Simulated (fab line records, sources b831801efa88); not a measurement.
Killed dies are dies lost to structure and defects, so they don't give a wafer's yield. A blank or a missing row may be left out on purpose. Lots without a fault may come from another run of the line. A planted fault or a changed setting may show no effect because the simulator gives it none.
Which tool did it? | flow sky130 | 12 lots, 36 wafers sampled, at 4 steps of a route of 708

WHAT THE GAUGES READ, wafer by wafer
SKY_VT_ADJUST_HVTR_TW_MEAS_11. Usual: VT_ADJUST_HVTR_TW 212.7, standard deviation 1.1.
lot  | measured     | on            | VT_ADJUST_HVTR_TW | flag
L249 | day 9 11:37  | film_metro-02 | 213.5 212.3 213.7 |
L250 | day 9 19:08  | film_metro-02 | 212.4 211.0 212.5 |
L252 | day 10 08:46 | film_metro-04 | 212.5 212.5 211.7 |
L253 | day 11 01:52 | film_metro-02 | 213.3 212.6 214.0 |
L254 | day 11 02:08 | film_metro-01 | 213.4 214.1 213.6 |
L255 | day 11 09:26 | film_metro-01 | 213.8 213.9 213.5 |
L258 | day 12 06:39 | film_metro-04 | 211.9 212.3 212.3 |
L260 | day 12 09:07 | film_metro-04 | 211.9 211.1 211.2 |
L262 | day 13 11:55 | film_metro-04 | 211.3 211.7 211.7 |
L264 | day 13 17:55 | film_metro-04 | 201.8 201.8 202.4 | OFF
L265 | day 14 14:11 | film_metro-04 | 202.1 201.1 200.6 | OFF
L272 | day 17 01:15 | film_metro-01 | 215.9 214.6 215.1 |

SKY_LDD_N_OVL_MEAS_07. Usual: LDD_N_OVL -0.4 nm, standard deviation 1.4.
lot  | measured     | on         | LDD_N_OVL (nm) | flag
L249 | day 17 16:46 | overlay-02 | 1.0 -0.8 1.5   |
L250 | day 18 01:57 | overlay-01 | 0.5 1.3 1.2    |
L252 | day 18 20:17 | overlay-02 | -1.1 -2.1 -1.4 |
L253 | day 19 13:50 | overlay-01 | 0.8 -1.1 0.1   |
L254 | day 19 21:02 | overlay-01 | 0.5 0.7 -0.6   |
L255 | day 20 00:23 | overlay-02 | 0.5 0.3 -0.6   |
L258 | day 21 11:44 | overlay-01 | 1.4 0.1 -0.7   |
L260 | day 21 12:23 | overlay-01 | 0.4 0.9 1.4    |
L262 | day 22 15:09 | overlay-02 | -2.4 -3.2 -2.8 |
L264 | day 22 23:46 | overlay-01 | -0.3 -0.6 -0.8 |
L265 | day 23 20:23 | overlay-02 | 0.3 0.2 0.2    |
L272 | day 26 12:17 | overlay-01 | -1.9 -0.3 -0.6 |

SKY_LDD_P_OVL_MEAS_08. Usual: LDD_P_OVL 0.8 nm, standard deviation 1.1.
lot  | measured     | on         | LDD_P_OVL (nm) | flag
L249 | day 19 00:38 | overlay-02 | 0.6 -0.1 1.5   |
L250 | day 19 10:02 | overlay-02 | 2.3 1.3 0.3    |
L252 | day 20 05:15 | overlay-02 | 1.3 0.4 1.6    |
L253 | day 20 21:34 | overlay-01 | 0.7 1.9 -0.5   |
L254 | day 21 05:22 | overlay-01 | 1.8 0.8 0.9    |
L255 | day 21 08:30 | overlay-02 | 0.1 -0.7 -1.2  |
L258 | day 22 19:25 | overlay-01 | 2.5 2.2 1.6    |
L260 | day 22 20:13 | overlay-02 | 1.3 1.7 1.9    |
L262 | day 23 22:11 | overlay-02 | 0.3 1.3 0.1    |
L264 | day 24 06:47 | overlay-01 | -1.4 -1.0 -0.5 |
L265 | day 25 03:43 | overlay-01 | 1.3 0.5 -1.0   |
L272 | day 27 18:40 | overlay-01 | -0.6 1.5 -0.3  |

WHICH TOOL RAN EACH LOT (tool, then ch and the chambers of the sampled wafers, then the start)
lot  | SKY_VT_ADJUST_HVTR_IMPLANT_09
L249 | implanter-02 ch 0, day 9 11:25
L250 | implanter-01 ch 0, day 9 18:55
L252 | implanter-04 ch 0, day 10 08:31
L253 | implanter-04 ch 0, day 11 01:38
L254 | implanter-02 ch 0, day 11 01:53
L255 | implanter-04 ch 0, day 11 09:11
L258 | implanter-01 ch 0, day 12 06:24
L260 | implanter-01 ch 0, day 12 08:52
L262 | implanter-04 ch 0, day 13 11:41
L264 | implanter-04 ch 0, day 13 17:43
L265 | implanter-04 ch 0, day 14 13:58
L272 | implanter-02 ch 0, day 17 01:00
- SKY_VT_ADJUST_HVTR_IMPLANT_09

WHAT THE TOOLS THEMSELVES READ (means of the sampled wafers that have a number; where no wafer has one, the mark that the record gives instead)
SKY_VT_ADJUST_HVTR_IMPLANT_09. Usual: beam_on_s 10.00 s, standard deviation 0.22; faraday_current_uA 11.85, standard deviation 0.26.
lot  | tool         | beam_on_s (s) | faraday_current_uA | flag
L249 | implanter-02 | 9.96          | 11.87              |
L250 | implanter-01 | 9.92          | 11.96              |
L252 | implanter-04 | 9.90          | 11.92              |
L253 | implanter-04 | 10.10         | 11.75              |
L254 | implanter-02 | 10.06         | 11.79              |
L255 | implanter-04 | 9.95          | 11.90              |
L258 | implanter-01 | 10.12         | 11.72              |
L260 | implanter-01 | 9.88          | 11.96              |
L262 | implanter-04 | 10.05         | 11.79              |
L264 | implanter-04 | 8.35          | 14.16              | OFF
L265 | implanter-04 | 8.45          | 14.01              | OFF
L272 | implanter-02 | 10.07         | 11.78              |

THE ANSWER, worked out from the rows above alone
Rule: a lot is off if the mean of its wafers that have a number lies more than 3 standard deviations from the usual mean. A lot without any number at a reading at which 4 lots or more have one is off too. The other lots that the step has rows for count as sound. The gauges are gone through in route order, then the tools' own readings, and for those a lot's mean is taken as printed above. The first step at which some lot is off is used, and at that step the reading that is off furthest; a lot without a number counts as furthest.
Off: L264, L265, at SKY_VT_ADJUST_HVTR_TW_MEAS_11 (VT_ADJUST_HVTR_TW).
A tool fits if, at a process step before that reading, it ran every lot that is off, and no sound lot after the first of them. The gauges at SKY_VT_ADJUST_HVTR_TW_MEAS_11 aren't tried: what is off there is off at SKY_VT_ADJUST_HVTR_IMPLANT_09 too, on other tools, and a gauge's error can't cause that. One fits: implanter-04 at SKY_VT_ADJUST_HVTR_IMPLANT_09. Its last sound lot is L262 (day 13 11:41), its first lot that is off L264 (day 13 17:43): a fault that began between those two fits.
The tool's own readings at SKY_VT_ADJUST_HVTR_IMPLANT_09 bear it out: on the lots that are off they differ by more than 5 times the standard deviation of the sound lots' means. beam_on_s reads 8.40 s there against 10.00 s on the sound lots; faraday_current_uA reads 14.09 there against 11.84 on the sound lots.

WHAT THE SIMULATOR HAD PUT IN
Process parameter drift: implanter-04, from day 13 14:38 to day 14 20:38, at SKY_VT_ADJUST_HVTR_IMPLANT_09. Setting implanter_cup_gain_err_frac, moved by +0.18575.
Lots struck among those shown: L264, L265. The rule above found the same.
